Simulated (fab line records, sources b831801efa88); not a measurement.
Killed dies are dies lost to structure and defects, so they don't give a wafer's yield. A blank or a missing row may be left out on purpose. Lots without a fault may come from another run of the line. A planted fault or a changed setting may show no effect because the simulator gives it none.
Which tool did it? | flow sky130 | 6 lots, 18 wafers sampled, at 1 step of a route of 708

WHAT THE GAUGES READ, wafer by wafer
SKY_VT_ADJUST_LVTN_OVL_MEAS_18.
lot  | measured     | on         | VT_ADJUST_LVTN_01_OVL (nm)
L937 | day 8 04:38  | overlay-02 | -0.4 -1.4 0.5
L940 | day 9 00:23  | overlay-02 | 0.5 -1.9 0.3
L942 | day 9 15:13  | overlay-02 | 0.4 -0.7 0.7
L945 | day 10 15:02 | overlay-01 | -1.4 -0.5 -1.5
L947 | day 11 11:10 | overlay-02 | -1.3 -0.6 -1.0
L956 | day 14 05:28 | overlay-01 | 1.6 -0.9 -1.2

WHICH TOOL RAN EACH LOT (tool, then ch and the chambers of the sampled wafers, then the start)
The record holds no process step before these readings.

THE ANSWER, worked out from the rows above alone
Rule: what is usual is taken from the lots themselves. Put in order of their means at a reading, lots are off if they are a third of the lots or fewer, leave a main group of 4 or more, and stand apart from it by a gap of 3 or more times the standard deviation of the main group's means; of several such gaps the widest counts. A main group whose means are all the same, to the digits that the tables above print for the reading, isn't used. A lot without any number at a reading at which 4 lots or more have one is off too. The other lots that the step has rows for count as sound.
No lot is off at any reading shown: from this, nothing can be told.

WHAT THE SIMULATOR HAD PUT IN
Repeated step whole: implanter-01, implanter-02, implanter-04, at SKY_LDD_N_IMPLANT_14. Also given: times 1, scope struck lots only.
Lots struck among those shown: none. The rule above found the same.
